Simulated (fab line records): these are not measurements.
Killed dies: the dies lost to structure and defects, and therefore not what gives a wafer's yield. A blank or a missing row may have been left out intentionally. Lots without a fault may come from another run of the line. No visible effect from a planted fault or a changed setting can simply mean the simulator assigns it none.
A sampling plan put to the test | flow sky130 | one fab line, 53 faults that these records tell of, each judged on the records of the lots that it struck
The plan is the line's own looks: the steps of the route at which a gauge or an inspection reads the wafer and doesn't change it. A look can be judged if struck wafers have a number there and the file gives its usual mean and standard deviation on fault-free wafers. Caught: 4 or more of those standard deviations (sigma) separate the usual mean from the mean of the struck wafers at a look after the fault's first step. On the tool: the identical test, applied to the tool's own readings at the steps of the fault. Caught also covers a different recipe on the struck wafers, or a record left blank for those wafers only.

## THE FAULTS, as the simulator had put them in
1. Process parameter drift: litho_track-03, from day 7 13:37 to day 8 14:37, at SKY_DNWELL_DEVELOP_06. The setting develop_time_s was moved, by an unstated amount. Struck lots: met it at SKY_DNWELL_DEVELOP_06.
2. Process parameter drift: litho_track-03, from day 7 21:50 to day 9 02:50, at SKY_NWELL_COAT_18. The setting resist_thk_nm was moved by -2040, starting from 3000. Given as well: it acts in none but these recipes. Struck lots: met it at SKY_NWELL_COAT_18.
3. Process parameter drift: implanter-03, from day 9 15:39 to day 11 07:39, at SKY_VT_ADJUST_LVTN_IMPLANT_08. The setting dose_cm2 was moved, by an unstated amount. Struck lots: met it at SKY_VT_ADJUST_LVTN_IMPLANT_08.
4. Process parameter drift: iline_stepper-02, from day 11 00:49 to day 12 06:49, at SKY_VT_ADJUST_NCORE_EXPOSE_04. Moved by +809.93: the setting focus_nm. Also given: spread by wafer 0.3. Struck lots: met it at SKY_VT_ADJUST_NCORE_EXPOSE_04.
5. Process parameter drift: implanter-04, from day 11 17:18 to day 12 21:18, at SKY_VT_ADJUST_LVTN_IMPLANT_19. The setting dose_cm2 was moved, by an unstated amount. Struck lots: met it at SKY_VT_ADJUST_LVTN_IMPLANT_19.
6. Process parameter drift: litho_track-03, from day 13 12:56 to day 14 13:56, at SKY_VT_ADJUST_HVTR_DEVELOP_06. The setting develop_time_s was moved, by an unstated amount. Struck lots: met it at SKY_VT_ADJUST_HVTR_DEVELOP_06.
7. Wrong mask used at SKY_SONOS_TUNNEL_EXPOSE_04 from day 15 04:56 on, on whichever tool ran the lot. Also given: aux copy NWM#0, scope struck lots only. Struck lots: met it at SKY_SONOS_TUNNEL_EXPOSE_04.
8. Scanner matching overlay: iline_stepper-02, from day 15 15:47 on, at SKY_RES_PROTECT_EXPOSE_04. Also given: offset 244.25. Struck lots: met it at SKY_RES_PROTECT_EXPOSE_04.
9. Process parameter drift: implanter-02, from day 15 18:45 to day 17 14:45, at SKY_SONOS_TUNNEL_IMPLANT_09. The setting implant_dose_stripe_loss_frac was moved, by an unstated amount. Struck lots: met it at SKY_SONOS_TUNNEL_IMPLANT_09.
10. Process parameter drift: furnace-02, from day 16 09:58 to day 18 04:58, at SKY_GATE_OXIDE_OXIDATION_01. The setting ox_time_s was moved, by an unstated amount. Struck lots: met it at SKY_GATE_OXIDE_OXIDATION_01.
11. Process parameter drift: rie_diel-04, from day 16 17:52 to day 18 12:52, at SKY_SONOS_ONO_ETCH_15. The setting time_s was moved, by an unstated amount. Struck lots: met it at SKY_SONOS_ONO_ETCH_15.
12. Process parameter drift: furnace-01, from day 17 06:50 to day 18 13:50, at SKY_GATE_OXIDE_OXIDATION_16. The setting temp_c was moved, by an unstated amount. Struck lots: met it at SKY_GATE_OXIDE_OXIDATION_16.
13. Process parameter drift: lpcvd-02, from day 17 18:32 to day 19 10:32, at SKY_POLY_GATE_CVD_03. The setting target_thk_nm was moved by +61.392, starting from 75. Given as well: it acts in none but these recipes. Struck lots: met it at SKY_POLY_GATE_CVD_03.
14. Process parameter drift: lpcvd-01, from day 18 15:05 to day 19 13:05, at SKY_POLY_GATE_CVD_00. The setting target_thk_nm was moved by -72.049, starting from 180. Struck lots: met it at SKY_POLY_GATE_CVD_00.
15. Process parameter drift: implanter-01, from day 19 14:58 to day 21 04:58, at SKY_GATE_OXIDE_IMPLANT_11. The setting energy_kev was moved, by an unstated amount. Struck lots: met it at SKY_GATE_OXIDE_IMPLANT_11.
16. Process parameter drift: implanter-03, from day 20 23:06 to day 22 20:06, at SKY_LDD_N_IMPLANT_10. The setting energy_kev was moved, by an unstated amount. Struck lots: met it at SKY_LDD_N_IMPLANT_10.
17. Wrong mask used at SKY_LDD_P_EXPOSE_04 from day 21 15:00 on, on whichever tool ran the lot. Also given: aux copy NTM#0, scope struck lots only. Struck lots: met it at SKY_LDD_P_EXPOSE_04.
18. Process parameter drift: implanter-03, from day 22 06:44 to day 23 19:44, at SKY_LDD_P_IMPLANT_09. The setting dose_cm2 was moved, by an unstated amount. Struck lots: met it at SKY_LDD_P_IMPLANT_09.
19. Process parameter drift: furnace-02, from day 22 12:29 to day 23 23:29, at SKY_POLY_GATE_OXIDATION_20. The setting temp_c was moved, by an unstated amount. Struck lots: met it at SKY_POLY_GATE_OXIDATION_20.
20. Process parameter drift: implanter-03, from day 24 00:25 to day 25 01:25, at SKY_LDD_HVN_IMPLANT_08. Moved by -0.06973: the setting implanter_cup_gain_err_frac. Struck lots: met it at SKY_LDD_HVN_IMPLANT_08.
21. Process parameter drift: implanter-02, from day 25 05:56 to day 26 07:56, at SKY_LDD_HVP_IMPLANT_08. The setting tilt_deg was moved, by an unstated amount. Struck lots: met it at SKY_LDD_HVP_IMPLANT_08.
22. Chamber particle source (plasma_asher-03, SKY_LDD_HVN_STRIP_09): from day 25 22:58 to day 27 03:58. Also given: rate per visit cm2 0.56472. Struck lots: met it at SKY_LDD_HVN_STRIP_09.
23. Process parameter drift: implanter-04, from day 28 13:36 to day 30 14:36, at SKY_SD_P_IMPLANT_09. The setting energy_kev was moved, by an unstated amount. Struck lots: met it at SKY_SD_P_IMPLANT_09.
24. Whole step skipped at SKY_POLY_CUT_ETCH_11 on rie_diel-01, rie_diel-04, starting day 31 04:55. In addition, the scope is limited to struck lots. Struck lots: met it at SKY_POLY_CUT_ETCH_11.
25. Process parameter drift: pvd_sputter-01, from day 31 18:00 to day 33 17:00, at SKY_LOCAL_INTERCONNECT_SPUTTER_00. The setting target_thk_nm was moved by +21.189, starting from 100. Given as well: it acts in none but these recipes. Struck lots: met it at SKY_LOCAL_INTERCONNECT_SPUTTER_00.
26. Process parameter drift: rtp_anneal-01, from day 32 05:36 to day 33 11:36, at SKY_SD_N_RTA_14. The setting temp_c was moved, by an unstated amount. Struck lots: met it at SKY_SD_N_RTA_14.
27. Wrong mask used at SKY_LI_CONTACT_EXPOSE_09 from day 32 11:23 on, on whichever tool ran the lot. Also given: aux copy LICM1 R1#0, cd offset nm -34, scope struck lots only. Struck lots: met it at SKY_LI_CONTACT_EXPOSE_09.
28. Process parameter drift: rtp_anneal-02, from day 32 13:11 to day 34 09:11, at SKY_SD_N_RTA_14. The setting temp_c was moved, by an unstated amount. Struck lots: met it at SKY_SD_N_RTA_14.
29. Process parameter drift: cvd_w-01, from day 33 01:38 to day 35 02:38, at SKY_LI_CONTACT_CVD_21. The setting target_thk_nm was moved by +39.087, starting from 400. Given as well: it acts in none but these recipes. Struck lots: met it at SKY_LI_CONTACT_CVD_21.
30. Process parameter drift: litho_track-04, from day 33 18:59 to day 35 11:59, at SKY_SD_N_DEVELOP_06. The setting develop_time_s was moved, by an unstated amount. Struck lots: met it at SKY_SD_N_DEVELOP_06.
31. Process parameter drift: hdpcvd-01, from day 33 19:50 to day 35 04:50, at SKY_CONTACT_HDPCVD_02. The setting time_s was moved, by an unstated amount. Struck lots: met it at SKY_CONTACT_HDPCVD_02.
32. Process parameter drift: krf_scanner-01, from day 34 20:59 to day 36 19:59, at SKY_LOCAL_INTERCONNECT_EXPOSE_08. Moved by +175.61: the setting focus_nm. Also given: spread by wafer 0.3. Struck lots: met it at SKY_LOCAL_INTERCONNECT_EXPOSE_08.
33. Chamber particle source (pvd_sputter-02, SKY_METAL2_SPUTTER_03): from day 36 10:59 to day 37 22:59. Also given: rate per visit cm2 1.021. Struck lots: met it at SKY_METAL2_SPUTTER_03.
34. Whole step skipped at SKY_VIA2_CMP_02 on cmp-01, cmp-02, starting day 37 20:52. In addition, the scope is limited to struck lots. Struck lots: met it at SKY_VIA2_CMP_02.
35. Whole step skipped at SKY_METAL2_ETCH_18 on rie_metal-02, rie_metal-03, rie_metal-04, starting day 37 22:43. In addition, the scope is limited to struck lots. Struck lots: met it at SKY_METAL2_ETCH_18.
36. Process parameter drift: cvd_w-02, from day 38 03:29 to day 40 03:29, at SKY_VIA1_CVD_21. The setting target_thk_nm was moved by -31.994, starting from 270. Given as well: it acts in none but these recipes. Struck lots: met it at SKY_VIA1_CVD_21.
37. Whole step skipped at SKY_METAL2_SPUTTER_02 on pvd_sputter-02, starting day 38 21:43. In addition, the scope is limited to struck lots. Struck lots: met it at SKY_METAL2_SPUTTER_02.
38. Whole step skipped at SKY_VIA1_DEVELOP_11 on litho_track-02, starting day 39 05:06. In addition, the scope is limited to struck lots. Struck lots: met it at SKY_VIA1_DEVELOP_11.
39. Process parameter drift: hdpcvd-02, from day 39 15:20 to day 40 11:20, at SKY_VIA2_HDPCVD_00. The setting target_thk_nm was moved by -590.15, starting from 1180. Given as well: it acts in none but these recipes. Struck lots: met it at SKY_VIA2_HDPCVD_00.
40. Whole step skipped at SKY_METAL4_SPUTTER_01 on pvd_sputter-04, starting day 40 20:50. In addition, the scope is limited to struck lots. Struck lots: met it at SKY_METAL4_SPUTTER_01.
41. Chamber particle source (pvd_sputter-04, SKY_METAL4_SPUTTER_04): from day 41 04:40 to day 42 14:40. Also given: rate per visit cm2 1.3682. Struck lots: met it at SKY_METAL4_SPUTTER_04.
42. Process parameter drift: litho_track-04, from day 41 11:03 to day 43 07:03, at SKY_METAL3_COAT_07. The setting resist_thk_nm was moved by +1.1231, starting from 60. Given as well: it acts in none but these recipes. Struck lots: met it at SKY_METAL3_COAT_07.
43. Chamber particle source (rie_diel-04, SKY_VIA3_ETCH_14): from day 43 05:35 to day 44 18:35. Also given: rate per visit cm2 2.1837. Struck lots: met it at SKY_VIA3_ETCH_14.
44. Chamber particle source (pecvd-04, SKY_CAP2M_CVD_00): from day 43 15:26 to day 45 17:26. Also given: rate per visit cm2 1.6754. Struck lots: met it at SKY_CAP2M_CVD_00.
45. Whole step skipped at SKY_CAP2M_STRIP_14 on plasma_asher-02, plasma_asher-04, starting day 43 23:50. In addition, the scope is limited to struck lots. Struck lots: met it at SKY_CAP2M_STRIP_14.
46. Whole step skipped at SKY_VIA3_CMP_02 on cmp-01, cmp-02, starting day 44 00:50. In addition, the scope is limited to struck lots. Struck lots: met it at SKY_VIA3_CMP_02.
47. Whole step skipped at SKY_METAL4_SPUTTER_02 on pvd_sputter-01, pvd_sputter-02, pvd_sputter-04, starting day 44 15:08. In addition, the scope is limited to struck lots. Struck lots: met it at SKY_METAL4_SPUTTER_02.
48. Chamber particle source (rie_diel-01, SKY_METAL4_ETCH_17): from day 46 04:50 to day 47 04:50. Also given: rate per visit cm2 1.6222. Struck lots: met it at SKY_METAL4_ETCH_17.
49. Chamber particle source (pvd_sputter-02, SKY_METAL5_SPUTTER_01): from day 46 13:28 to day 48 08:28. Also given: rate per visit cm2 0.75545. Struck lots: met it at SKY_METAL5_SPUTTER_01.
50. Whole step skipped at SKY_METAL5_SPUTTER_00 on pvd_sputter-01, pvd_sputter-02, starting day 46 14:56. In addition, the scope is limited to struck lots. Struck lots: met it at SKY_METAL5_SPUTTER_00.
51. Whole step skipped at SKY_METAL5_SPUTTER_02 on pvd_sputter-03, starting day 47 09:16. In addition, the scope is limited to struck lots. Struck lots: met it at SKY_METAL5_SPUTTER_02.
52. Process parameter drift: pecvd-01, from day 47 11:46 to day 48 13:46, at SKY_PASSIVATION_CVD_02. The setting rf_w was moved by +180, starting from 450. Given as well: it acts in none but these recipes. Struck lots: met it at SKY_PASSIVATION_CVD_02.
53. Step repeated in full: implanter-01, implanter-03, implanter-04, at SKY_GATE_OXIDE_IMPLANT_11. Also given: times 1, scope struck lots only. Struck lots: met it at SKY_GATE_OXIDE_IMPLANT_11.

## WHAT THE PLAN SAW
fault | on the tool itself                               | first look that catches it                      | reading, sigma                                                 | median hours from its first step to that look | hours from the fault's start to the first struck lot there | judged looks passed uncaught
1     | under 2 sigma                                    | none of the 5 looks that can be judged after it | -                                                              | -                                             | -                                                          | 5
2     | no reading that can be judged                    | none of the 2 looks that can be judged after it | -                                                              | -                                             | -                                                          | 2
3     | dose_ions_cm2 +99 or beyond sigma                | SKY_VT_ADJUST_LVTN_TW_MEAS_10                   | VT_ADJUST_LVTN_TW +9.3                                         | 0.2                                           | 7                                                          | 0
4     | exposure_dose_mJ_cm2 +11 sigma                   | SKY_VT_ADJUST_NCORE_CD_MEAS_07                  | cd_nm -7.8                                                     | 12.2                                          | 39                                                         | 0
5     | dose_ions_cm2 +99 or beyond sigma                | SKY_VT_ADJUST_LVTN_TW_MEAS_21                   | VT_ADJUST_LVTN_2_TW +6.0                                       | 0.2                                           | 2                                                          | 0
6     | no reading that can be judged                    | SKY_VT_ADJUST_HVTR_CD_MEAS_07                   | cd_nm +17                                                      | 0.1                                           | 4                                                          | 0
7     | no reading that can be judged                    | SKY_SONOS_TUNNEL_TW_MEAS_12                     | SONOS_TUNNEL_TW -67                                            | 14.6                                          | 18                                                         | 0
8     | under 2 sigma                                    | no look after it can be judged                  | -                                                              | -                                             | -                                                          | 0
9     | under 2 sigma                                    | SKY_SONOS_TUNNEL_TW_MEAS_12                     | SONOS_TUNNEL_TW -8.0                                           | 0.4                                           | 4                                                          | 0
10    | under 2 sigma                                    | SKY_GATE_OXIDE_THK_MEAS_02                      | GATE_OXIDE_OXIDATION_00_THK +11                                | 1.4                                           | 18                                                         | 0
11    | under 2 sigma                                    | no look after it can be judged                  | -                                                              | -                                             | -                                                          | 0
12    | tube_center_temp_C +99 or beyond sigma           | no look after it can be judged                  | -                                                              | -                                             | -                                                          | 0
13    | no reading that can be judged                    | SKY_POLY_GATE_THK_MEAS_04                       | POLY_GATE_CVD_03_THK +80                                       | 1.4                                           | 8                                                          | 0
14    | under 2 sigma                                    | SKY_POLY_GATE_THK_MEAS_01                       | POLY_GATE_CVD_00_THK -37                                       | 1.2                                           | 5                                                          | 0
15    | beam_energy_keV -99 or beyond sigma              | SKY_GATE_OXIDE_TW_MEAS_14                       | GATE_OXIDE_TW -6.1                                             | 0.4                                           | 8                                                          | 0
16    | beam_energy_keV -99 or beyond sigma              | no look after it can be judged                  | -                                                              | -                                             | -                                                          | 0
17    | no reading that can be judged                    | SKY_LDD_P_TW_MEAS_11                            | LDD_P_TW -99 or beyond                                         | 16.0                                          | 17                                                         | 0
18    | dose_ions_cm2 +99 or beyond sigma                | SKY_LDD_P_TW_MEAS_11                            | LDD_P_TW +4.0                                                  | 0.2                                           | 1                                                          | 0
19    | tube_center_temp_C +99 or beyond sigma           | SKY_POLY_GATE_THK_MEAS_21                       | POLY_GATE_OXIDATION_THK +6.9                                   | 1.3                                           | 8                                                          | 0
20    | beam_on_s +6.5 sigma                             | no look after it can be judged                  | -                                                              | -                                             | -                                                          | 0
21    | tilt_deg -99 or beyond sigma                     | SKY_LDD_HVP_TW_MEAS_10                          | LDD_HVP_TW -7.7                                                | 0.2                                           | 13                                                         | 0
22    | under 2 sigma                                    | none of the 2 looks that can be judged after it | -                                                              | -                                             | -                                                          | 2
23    | beam_energy_keV -99 or beyond sigma              | SKY_SD_N_RS_MEAS_17                             | SD_P_RS +4.7                                                   | 57.5                                          | 60                                                         | 0
24    | the tool's record is blank for the struck wafers | no look after it can be judged                  | -                                                              | -                                             | -                                                          | 0
25    | under 2 sigma                                    | SKY_LOCAL_INTERCONNECT_RS_MEAS_01               | LOCAL_INTERCONNECT_TIN_RS -16                                  | 0.1                                           | 9                                                          | 0
26    | wafer_temp_C_max +6.0 sigma                      | SKY_SD_N_RS_MEAS_16                             | SD_N_RS -8.7                                                   | 0.2                                           | 8                                                          | 0
27    | under 2 sigma                                    | SKY_LI_CONTACT_CD_MEAS_12                       | cd_nm -25                                                      | 13.6                                          | 15                                                         | 0
28    | wafer_temp_C_max +4.7 sigma                      | SKY_SD_N_RS_MEAS_16                             | SD_N_RS -8.2                                                   | 0.2                                           | 8                                                          | 0
29    | under 2 sigma                                    | SKY_LI_CONTACT_RS_MEAS_22                       | LI_CONTACT_W_RS -4.8                                           | 0.1                                           | 1                                                          | 0
30    | under 2 sigma                                    | SKY_SD_N_CD_MEAS_07                             | cd_nm -61                                                      | 0.2                                           | 12                                                         | 0
31    | run_length_s -7.2 sigma                          | none of the 2 looks that can be judged after it | strongest: CONTACT_HDPCVD_THK at SKY_CONTACT_THK_MEAS_03, -3.9 | -                                             | -                                                          | 2
32    | no reading that can be judged                    | SKY_LOCAL_INTERCONNECT_CD_MEAS_11               | cd_nm -12                                                      | 12.8                                          | 19                                                         | 0
33    | under 2 sigma                                    | no look after it can be judged                  | -                                                              | -                                             | -                                                          | 0
34    | the tool's record is blank for the struck wafers | not the one look that can be judged after it    | strongest: VIA2_BOW at SKY_VIA2_BOW_MEAS_03, +3.8              | -                                             | -                                                          | 1
35    | the tool's record is blank for the struck wafers | no look after it can be judged                  | -                                                              | -                                             | -                                                          | 0
36    | under 2 sigma                                    | SKY_VIA1_RS_MEAS_22                             | VIA1_W_RS +8.2                                                 | 0.1                                           | 12                                                         | 0
37    | the tool's record is blank for the struck wafers | SKY_METAL2_RS_MEAS_05                           | METAL2_ALCU_RS +99 or beyond                                   | 0.1                                           | 6                                                          | 0
38    | no reading that can be judged                    | no look after it can be judged                  | -                                                              | -                                             | -                                                          | 0
39    | no reading that can be judged                    | SKY_VIA2_THK_MEAS_01                            | VIA2_HDPCVD_THK -45                                            | 0.1                                           | 2                                                          | 0
40    | the tool's record is blank for the struck wafers | no look after it can be judged                  | -                                                              | -                                             | -                                                          | 0
41    | under 2 sigma                                    | none of the 6 looks that can be judged after it | -                                                              | -                                             | -                                                          | 6
42    | no reading that can be judged                    | none of the 2 looks that can be judged after it | -                                                              | -                                             | -                                                          | 2
43    | under 2 sigma                                    | not the one look that can be judged after it    | -                                                              | -                                             | -                                                          | 1
44    | under 2 sigma                                    | no look after it can be judged                  | -                                                              | -                                             | -                                                          | 0
45    | no reading that can be judged                    | no look after it can be judged                  | -                                                              | -                                             | -                                                          | 0
46    | the tool's record is blank for the struck wafers | SKY_VIA3_BOW_MEAS_03                            | VIA3_BOW +7.9                                                  | 0.3                                           | 3                                                          | 0
47    | the tool's record is blank for the struck wafers | no look after it can be judged                  | -                                                              | -                                             | -                                                          | 0
48    | under 2 sigma                                    | no look after it can be judged                  | -                                                              | -                                             | -                                                          | 0
49    | under 2 sigma                                    | no look after it can be judged                  | -                                                              | -                                             | -                                                          | 0
50    | the tool's record is blank for the struck wafers | no look after it can be judged                  | -                                                              | -                                             | -                                                          | 0
51    | the tool's record is blank for the struck wafers | SKY_METAL5_RS_MEAS_05                           | METAL5_ALCU_RS +99 or beyond                                   | 0.1                                           | 1                                                          | 0
52    | rf_fwd_power_W +99 or beyond sigma               | SKY_PASSIVATION_THK_MEAS_03                     | PASSIVATION_CVD_02_THK +6.7                                    | 0.2                                           | 1                                                          | 0
53    | under 2 sigma                                    | SKY_GATE_OXIDE_TW_MEAS_14                       | GATE_OXIDE_TW +30                                              | 0.7                                           | -                                                          | 0
A dash: this means the fault isn't caught or the number doesn't appear in these records.

Caught at a look: 29 of 53. Caught on the tool: 24 of 53. By one or the other: 39 of 53.
On the tool alone, faults 12, 16, 20, 24, 31, 34, 35, 40, 47, 50 were caught.
Caught at a look alone: faults 6, 7, 9, 10, 13, 14, 17, 25, 27, 29, 30, 32, 36, 39, 53.
Caught by neither: faults 1, 2, 8, 11, 22, 33, 38, 41, 42, 43, 44, 45, 48, 49.

## THINNER SAMPLING
If the look that catches a fault measured only every second or every third lot, by lot number, the first struck lot would be measured this late in the worst case:
fault | struck lots at that look, in order of time | every lot | every second lot | every third lot
3     | L246, L251                                 | 7 h       | 37 h             | may miss all 2
4     | L546                                       | 39 h      | may miss it      | may miss it
5     | L799, L800                                 | 2 h       | 11 h             | may miss all 2
6     | L741, L742                                 | 4 h       | 8 h              | may miss all 2
7     | L569                                       | 18 h      | may miss it      | may miss it
9     | L136, L140                                 | 4 h       | may miss all 2   | may miss all 2
10    | L197, L199                                 | 18 h      | may miss all 2   | may miss all 2
13    | L268, L269, L270                           | 8 h       | 13 h             | 37 h
14    | L460, L461                                 | 5 h       | 11 h             | may miss all 2
15    | L317, L322                                 | 8 h       | 36 h             | may miss all 2
17    | L133                                       | 17 h      | may miss it      | may miss it
18    | L122, L125                                 | 1 h       | 36 h             | may miss all 2
19    | L741, L742                                 | 8 h       | 16 h             | may miss all 2
21    | L905, L906, L907                           | 13 h      | 14 h             | 23 h
23    | L477, L481                                 | 60 h      | may miss all 2   | may miss all 2
25    | L650, L653, L654                           | 9 h       | 31 h             | may miss all 3
26    | L366, L368                                 | 8 h       | may miss all 2   | may miss all 2
27    | L806                                       | 15 h      | may miss it      | may miss it
28    | L864, L866                                 | 8 h       | may miss all 2   | may miss all 2
29    | L294, L300                                 | 1 h       | may miss all 2   | may miss all 2
30    | L938, L940, L941                           | 12 h      | 30 h             | may miss all 3
32    | L889, L890                                 | 19 h      | 27 h             | may miss all 2
36    | L406, L408                                 | 12 h      | may miss all 2   | may miss all 2
37    | L111, L112                                 | 6 h       | 12 h             | may miss all 2
39    | L550, L551                                 | 2 h       | 14 h             | may miss all 2
46    | L723, L724, L725                           | 3 h       | 6 h              | 12 h
51    | L175, L176                                 | 1 h       | 7 h              | may miss all 2
52    | L552, L553                                 | 1 h       | 14 h             | may miss all 2
Hours are from the fault's start to the first struck lot that is measured. The limit of 4 sigma was tested on all struck wafers together, so one lot alone may lie under it. Other struck lots may not be in these records.

## THE LONGEST TIMED WAY FROM STEP TO LOOK
In fault 23, a median of 57.5 hours elapses between SKY_SD_P_IMPLANT_09 and SKY_SD_N_RS_MEAS_17. No look between them can be judged.
